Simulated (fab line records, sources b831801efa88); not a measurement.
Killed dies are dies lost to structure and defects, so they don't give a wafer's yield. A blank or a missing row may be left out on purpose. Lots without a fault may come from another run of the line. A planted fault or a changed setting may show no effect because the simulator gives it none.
A struck lot beside a sound one | flow gf180mcu | 17 steps out of a route of 602
Sound: wafers L311.2, L311.5, L311.6. Struck: wafer L315.3. (L315.1, L315.6 of the same lot were not struck and are left out.) The cause comes at the end.
At each step with rows: each side's tool, then ch and its chambers, then its first start. Under that, the readings that differ: sound wafers | struck wafers | difference of the means | sigmas: that difference in standard deviations of wafers without a fault.
alike: readings whose means differ by less than 2 such deviations, and words and numbers that are the same on both sides. not compared: withheld readings, readings that some wafer has no value for, bounds like >300 that may hide the same value, and numbers for which the record gives no deviation and whose values overlap.
The two part at a step that has a row with sigmas, a row that says differs or no value, or rows on one side only. Numbers that don't overlap but have no deviation are shown without sigmas and don't part them. A reading that every wafer of one side lacks parts them only if that side has two wafers or more.

first, 1 step without rows for these wafers: GF_STI_OXIDATION_01 (stabilise 600 s, purge 300 s, target thk 10 nm).
GF_STI_THK_MEAS_02:
  sound on film_metro-04, day 2 12:47; struck on film_metro-02, day 3 08:58
  alike: STI_OXIDATION_THK
then, 1 step without rows for these wafers: GF_STI_CVD_03 (deposits Si3N4 from DCS/NH3, target thk 207.16 nm, time 3551 s).
GF_STI_THK_MEAS_04:
  sound on film_metro-04, day 2 14:50; struck on film_metro-01, day 3 11:01
  alike: STI_CVD_03_THK
then, 7 steps without rows for these wafers: GF_STI_DEHYDRATE_05 (time 60 s); GF_STI_HMDS_06 (prime time 60 s); GF_STI_COAT_07 (resist thk 700 nm); GF_STI_SOFTBAKE_08 (time 60 s); GF_STI_EXPOSE_09 (exposes mask COMP, target cd 220 nm); GF_STI_PEB_10 (peb time 90 s); GF_STI_DEVELOP_11 (develop time 60 s).
GF_STI_CD_MEAS_12: target cd 220 nm.
  sound on cd_sem-01, day 3 02:50; struck on cd_sem-01, day 4 00:23
  alike: cd_nm
GF_STI_ETCH_13: etches the open film in CHF3/O2, stops on Si, target depth 282.31 nm, time 112.9 s.
  sound on rie_diel-03 ch 0,1, day 3 02:56; struck on rie_diel-03 ch 0, day 4 00:31
  reading                              | sound             | struck | difference | sigmas
  bias_w (W)                           | 199.0 200.1 199.4 | 163.9  | -35.6      | -57
  chamber_pressure_mTorr (mTorr)       | 39.99 39.96 40.00 | 40.06  | +0.08      | +2
  throttle_valve_pct (%)               | 8.808 8.800 8.807 | 8.826  | +0.021     | +2
  model.KrF_of_STI_COAT_07.thk_nm (nm) | 439.6 437.1 441.1 | 455.2  | +15.9      |
  alike: drypump_motor_current_A, oes_product_au
  not compared: rf_hours_counter_h
GF_STI_ETCH_14: etches Si in HBr/Cl2/O2, target depth 360 nm, time 102.9 s.
  sound on rie_si-02 ch 1,3, day 3 03:01; struck on rie_si-02 ch 0, day 4 00:35
  reading                              | sound             | struck | difference | sigmas
  model.KrF_of_STI_COAT_07.thk_nm (nm) | 319.5 318.8 321.2 | 334.2  | +14.4      |
  alike: bias_w, chamber_pressure_mTorr, drypump_motor_current_A, oes_product_au, throttle_valve_pct
  not compared: rf_hours_counter_h
GF_STI_STRIP_15: strips in O2/N2.
  sound on plasma_asher-01 ch 0,1, day 3 03:05; struck on plasma_asher-01 ch 0, day 4 00:40
  reading                      | sound          | struck | difference | sigmas
  strip_time_to_endpoint_s (s) | 3.72 3.73 3.75 | 3.90   | +0.17      | +3
  alike: chamber_pressure_mTorr, drypump_motor_current_A, heater_power_w, o2_flow_sccm, oes_product_au
  not compared: rf_hours_counter_h
then, 1 step without rows for these wafers: GF_STI_CLEAN_16 (cleans in dHF, time 25 s).
-- the record jumps here: 28 days lie between the struck wafers' starts before and after (it left off in module STI and takes up again in module PASSIVATION, whose first step shown is number 602 of the route) --
GF_PASSIVATION_PROBE_99:
  the record has rows for the struck wafers here (prober-02, day 31 18:56) and none for the sound ones

WHERE THEY PART
First at GF_STI_ETCH_13; last, within this record, at GF_PASSIVATION_PROBE_99.

WHY: what the simulator had put in
Process parameter drift: rie_diel-03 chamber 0, from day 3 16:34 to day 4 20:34, at GF_STI_ETCH_13. Setting bias_w, moved by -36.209, from 200. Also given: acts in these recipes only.
